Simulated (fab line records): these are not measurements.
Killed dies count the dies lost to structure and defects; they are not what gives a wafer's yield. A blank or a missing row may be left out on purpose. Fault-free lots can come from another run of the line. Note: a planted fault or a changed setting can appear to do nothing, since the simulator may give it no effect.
The tool behind it: which one?	flow gf180mcu	Sampling: 12 lots, 36 wafers, 6 of 602 route steps

== WHAT THE GAUGES SHOWED, per wafer ==
GF_STI_THK_MEAS_30. Usual: for STI_OXIDATION_02_THK the level is 9.82 nm and the standard deviation is 0.18.
lot	measured	on	STI_OXIDATION_02_THK (nm)	flag
L123	day 2 10:45	film_metro-04	9.87 9.71 9.73	
L124	day 2 13:54	film_metro-04	9.63 9.70 9.74	
L125	day 2 18:07	film_metro-04	10.07 10.03 10.29	
L130	day 3 18:05	film_metro-03	9.62 9.50 9.64	
L131	day 3 23:52	film_metro-03	9.78 9.71 9.68	
L135	day 4 20:17	film_metro-03	10.05 9.97 9.93	
L136	day 5 00:07	film_metro-01	9.68 9.70 9.68	
L138	day 5 18:26	film_metro-01	9.77 9.82 9.52	
L140	day 6 07:52	film_metro-04	9.49 9.52 9.58	
L141	day 6 07:54	film_metro-01	10.06 10.06 9.72	
L142	day 6 17:02	film_metro-03	9.69 9.66 9.67	
L146	day 7 09:32	film_metro-04	10.00 9.85 9.81	

GF_MVPSD_TW_MEAS_11. Usual: for MVPSD_TW the level is 551 and the standard deviation is 5.2.
lot	measured	on	MVPSD_TW	flag
L123	day 5 04:58	film_metro-01	560 557 560	
L124	day 5 09:52	film_metro-02	549 549 551	
L125	day 5 14:13	film_metro-02	548 548 549	
L130	day 6 17:24	film_metro-03	581 582 583	OFF
L131	day 6 21:55	film_metro-03	586 583 585	OFF
L135	day 7 22:12	film_metro-01	556 554 555	
L136	day 8 02:13	film_metro-01	558 557 556	
L138	day 8 23:51	film_metro-03	544 542 545	
L140	day 9 15:52	film_metro-02	551 553 553	
L141	day 9 16:26	film_metro-02	552 555 550	
L142	day 10 04:46	film_metro-02	552 553 552	
L146	day 10 23:47	film_metro-03	546 551 547	

GF_VT_IMPLANT_OVL_MEAS_18. Usual: for VT_IMPLANT_01_OVL the level is 1.8 nm and the standard deviation is 1.8.
lot	measured	on	VT_IMPLANT_01_OVL (nm)	flag
L123	day 6 08:56	overlay-02	6.1 2.8 2.8	
L124	day 6 13:02	overlay-02	0.7 0.5 2.5	
L125	day 6 18:20	overlay-02	2.5 0.2 -0.1	
L130	day 8 00:28	overlay-01	2.7 3.6 3.9	
L131	day 8 04:59	overlay-02	2.6 5.2 4.8	
L135	day 9 05:41	overlay-01	2.0 2.9 2.3	
L136	day 9 11:32	overlay-02	3.0 4.6 4.0	
L138	day 10 11:26	overlay-02	1.0 -0.3 1.5	
L140	day 11 03:13	overlay-01	1.4 1.0 0.3	
L141	day 11 03:31	overlay-02	-0.3 0.3 1.0	
L142	day 11 17:14	overlay-02	2.8 2.1 3.5	
L146	day 12 12:49	overlay-01	0.5 1.0 1.3	

GF_VT_IMPLANT_RS_MEAS_49: measures by four-point-probe. Usual: for MVPSD_RS the level is 1168.7 ohm/sq and the standard deviation is 2.9.
lot	measured	on	MVPSD_RS (ohm/sq)	flag
L123	day 7 16:10	film_metro-01	1170.4 1166.8 1169.6	
L124	day 7 20:47	film_metro-01	1171.0 1170.9 1169.0	
L125	day 8 02:54	film_metro-01	1171.4 1172.2 1170.3	
L130	day 9 10:29	film_metro-01	1036.8 1033.8 1033.5	OFF
L131	day 9 15:22	film_metro-03	1034.6 1033.3 1031.3	OFF
L135	day 10 17:59	film_metro-01	1169.9 1171.7 1172.3	
L136	day 10 23:35	film_metro-01	1171.0 1169.0 1168.7	
L138	day 12 00:06	film_metro-02	1170.0 1171.6 1165.0	
L140	day 12 17:26	film_metro-02	1171.5 1169.4 1168.9	
L141	day 12 18:24	film_metro-03	1169.9 1169.4 1173.7	
L142	day 13 08:32	film_metro-02	1166.5 1169.1 1170.9	
L146	day 14 05:31	film_metro-02	1164.0 1165.8 1167.3	

== WHAT TOOL EACH LOT RAN ON (gives the tool, then ch and the chambers of the sampled wafers, and finally the start) ==
lot	GF_MVPSD_IMPLANT_08	GF_MVPSD_STRIP_10
L123	implanter-01 ch 0, day 5 04:35	plasma_asher-03 ch 1, day 5 04:52
L124	implanter-01 ch 0, day 5 09:28	plasma_asher-01 ch 0,1, day 5 09:46
L125	implanter-01 ch 0, day 5 13:49	plasma_asher-01 ch 0,1, day 5 14:07
L130	implanter-01 ch 0, day 6 17:00	plasma_asher-01 ch 0,1, day 6 17:18
L131	implanter-01 ch 0, day 6 21:32	plasma_asher-01 ch 0,1, day 6 21:49
L135	implanter-04 ch 0, day 7 21:48	plasma_asher-03 ch 0,1, day 7 22:06
L136	implanter-02 ch 0, day 8 01:49	plasma_asher-02 ch 0,1, day 8 02:07
L138	implanter-02 ch 0, day 8 23:27	plasma_asher-02 ch 0,1, day 8 23:45
L140	implanter-01 ch 0, day 9 15:28	plasma_asher-01 ch 0, day 9 15:46
L141	implanter-02 ch 0, day 9 16:05	plasma_asher-03 ch 0,1, day 9 16:20
L142	implanter-04 ch 0, day 10 04:22	plasma_asher-03 ch 0,1, day 10 04:40
L146	implanter-04 ch 0, day 10 23:24	plasma_asher-01 ch 0,1, day 10 23:40
- GF_MVPSD_IMPLANT_08
- GF_MVPSD_STRIP_10: strips in O2/N2.

== AS READ BY THE TOOLS THEMSELVES (means over the sampled wafers that have a number; for cases with no such wafer, the mark the record gives instead) ==
GF_MVPSD_IMPLANT_08. Usual: dose_ions_cm2 1.5001e+13, standard deviation 1.5e+10; end_station_pressure_torr 5.08e-06 Torr, standard deviation 2.8e-07; faraday_current_uA 84.5, standard deviation 1.6.
lot	tool	dose_ions_cm2	end_station_pressure_torr (Torr)	faraday_current_uA	flag
L123	implanter-01	1.5011e+13	5.18e-06	84.8	
L124	implanter-01	1.5019e+13	5.28e-06	84.9	
L125	implanter-01	1.4991e+13	4.79e-06	82.9	
L130	implanter-01	1.9181e+13	5.07e-06	108.0	OFF
L131	implanter-01	1.9176e+13	5.18e-06	109.3	OFF
L135	implanter-04	1.5001e+13	5.05e-06	85.7	
L136	implanter-02	1.5009e+13	5.04e-06	85.9	
L138	implanter-02	1.5000e+13	5.28e-06	84.7	
L140	implanter-01	1.4995e+13	5.24e-06	83.9	
L141	implanter-02	1.5013e+13	5.07e-06	83.5	
L142	implanter-04	1.5013e+13	5.22e-06	84.7	
L146	implanter-04	1.4998e+13	5.19e-06	84.7	

GF_MVPSD_STRIP_10. Usual: drypump_motor_current_A 5.71 A, standard deviation 0.11; heater_power_w 336 W, standard deviation 35; n2_flow_sccm 300.0 sccm, standard deviation 1; oes_product_au 0.722 a.u., standard deviation 0.0046; platen_temp_c 250.00 C, standard deviation 0.15; strip_time_to_endpoint_s 36.98 s, standard deviation 0.1.
lot	tool	drypump_motor_current_A (A)	heater_power_w (W)	n2_flow_sccm (sccm)	oes_product_au (a.u.)	platen_temp_c (C)	strip_time_to_endpoint_s (s)	flag
L123	plasma_asher-03	5.91	382	300.4	0.723	249.87	36.95	
L124	plasma_asher-01	5.68	334	299.2	0.719	249.81	36.99	
L125	plasma_asher-01	5.68	315	300.4	0.723	250.03	37.10	
L130	plasma_asher-01	5.66	316	300.2	0.723	250.02	37.02	
L131	plasma_asher-01	5.69	339	299.8	0.721	250.04	37.00	
L135	plasma_asher-03	5.78	380	302.0	0.722	250.10	37.00	
L136	plasma_asher-02	5.66	316	301.0	0.726	250.02	36.85	
L138	plasma_asher-02	5.75	308	300.0	0.720	249.85	36.94	
L140	plasma_asher-01	5.62	299	300.4	0.723	249.83	36.91	
L141	plasma_asher-03	5.75	377	301.4	0.727	250.24	36.89	
L142	plasma_asher-03	5.84	377	298.7	0.722	250.08	37.07	
L146	plasma_asher-01	5.67	335	298.6	0.720	249.94	37.06	

== THE ANSWER, worked out from the rows above alone ==
Rule: lot off if the mean of its wafers having a number is beyond 3 standard deviations from the usual mean. A lot without any number at a reading at which 4 lots or more have one is off too. Where the step has rows for the other lots, those lots are counted as sound. The gauges are gone through in route order, then the tools' own readings, and for those a lot's mean is taken as printed above. At the first step where some lot is off, the reading lying furthest off is the one used; lots without a number count as furthest.
Off: L130, L131, at GF_MVPSD_TW_MEAS_11 (MVPSD_TW).
If a tool, at a process step before that reading, ran all the lots that are off and no sound lot after the first of them, it fits. Not tried: the gauges at GF_MVPSD_TW_MEAS_11; whatever is off there is also off at GF_MVPSD_IMPLANT_08, on other tools, and gauge error can't account for it. None of those tried fits.

== WHAT THE SIMULATOR HAD PUT IN ==
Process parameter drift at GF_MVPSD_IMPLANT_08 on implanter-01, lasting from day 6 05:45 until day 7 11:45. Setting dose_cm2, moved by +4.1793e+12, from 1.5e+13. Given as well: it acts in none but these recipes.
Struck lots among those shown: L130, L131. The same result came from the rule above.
